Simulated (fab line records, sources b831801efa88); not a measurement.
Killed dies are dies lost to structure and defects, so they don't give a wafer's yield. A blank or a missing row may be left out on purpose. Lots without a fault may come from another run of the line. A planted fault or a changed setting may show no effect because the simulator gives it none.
Chamber matching | flow sky130 | SKY_POLY_GATE_ETCH_17 on rie_si-01: 4 sister chambers
The step etches poly-Si in HBr/Cl2, stops on SiO2, target depth 180 nm, time 70.5 s. 18 wafers are shown with their chamber, then 8 later ones without.

WAFERS WITH THEIR CHAMBER
wafer  | chamber | drypump_motor_current_A (A) | throttle_valve_pct (%) | oes_product_au (a.u.)
L466.3 | 1       | 4.7                         | 33.688                 | 0.980
L466.4 | 3       | 5.4                         | 33.691                 | 0.994
L466.6 | 2       | 6.2                         | 33.677                 | 0.998
L467.2 | 1       | 4.7                         | 33.686                 | 0.996
L467.3 | 2       | 6.1                         | 33.673                 | 0.994
L467.5 | 1       | 4.8                         | 33.678                 | 0.995
L468.2 | 0       | 5.9                         | 33.684                 | 0.994
L468.4 | 1       | 4.8                         | 33.671                 | 0.983
L468.6 | 2       | 6.2                         | 33.687                 | 0.991
L469.2 | 2       | 6.2                         | 33.686                 | 0.979
L469.5 | 2       | 6.2                         | 33.691                 | 0.973
L475.1 | 2       | 6.2                         | 33.699                 | 0.984
L475.3 | 0       | 5.9                         | 33.703                 | 0.976
L475.5 | 1       | 4.8                         | 33.686                 | 0.978
L476.1 | 0       | 6.0                         | 33.699                 | 0.989
L476.4 | 0       | 6.0                         | 33.673                 | 0.990
L476.6 | 2       | 6.2                         | 33.664                 | 0.991
L480.1 | 3       | 5.4                         | 33.691                 | 0.988

SIGNATURES (means of the wafers above)
reading                 | chamber 0 | chamber 1 | chamber 2 | chamber 3 | scatter within a chamber
drypump_motor_current_A | 5.950     | 4.760     | 6.186     | 5.400     | 0.0467
throttle_valve_pct      | 33.68975  | 33.68180  | 33.68243  | 33.69100  | 0.0108
oes_product_au          | 0.98725   | 0.98640   | 0.98714   | 0.99100   | 0.00828
Rule: a wafer's distance from a chamber is the root of the sum, over the readings, of the square of ((its reading less the chamber's mean) divided by the reading's scatter). The wafer belongs to the nearest chamber; if the next one is less than 2 further off, it can't be placed. The scatter: the root of (the sum of the squares of (reading less its chamber's mean) over the shown wafers, divided by (wafers less chambers)).

WAFERS WITHOUT THEIR CHAMBER
wafer  | drypump_motor_current_A (A) | throttle_valve_pct (%) | oes_product_au (a.u.)
L480.4 | 4.7                         | 33.691                 | 0.990
L480.6 | 4.7                         | 33.701                 | 0.986
L486.2 | 4.7                         | 33.700                 | 0.992
L486.3 | 5.9                         | 33.687                 | 0.991
L486.4 | 6.2                         | 33.679                 | 0.979
L488.2 | 6.2                         | 33.699                 | 0.993
L488.3 | 4.7                         | 33.668                 | 0.995
L488.5 | 5.5                         | 33.681                 | 0.986

WHICH CHAMBER EACH WENT THROUGH
wafer  | from the rows above | in truth
L480.4 | 1                   | 1
L480.6 | 1                   | 1
L486.2 | 1                   | 1
L486.3 | 0                   | 0
L486.4 | 2                   | 2
L488.2 | 2                   | 2
L488.3 | 1                   | 1
L488.5 | 3                   | 3
Placed correctly: 8 of 8. Can't be placed from these rows: 0. Placed wrongly: 0.
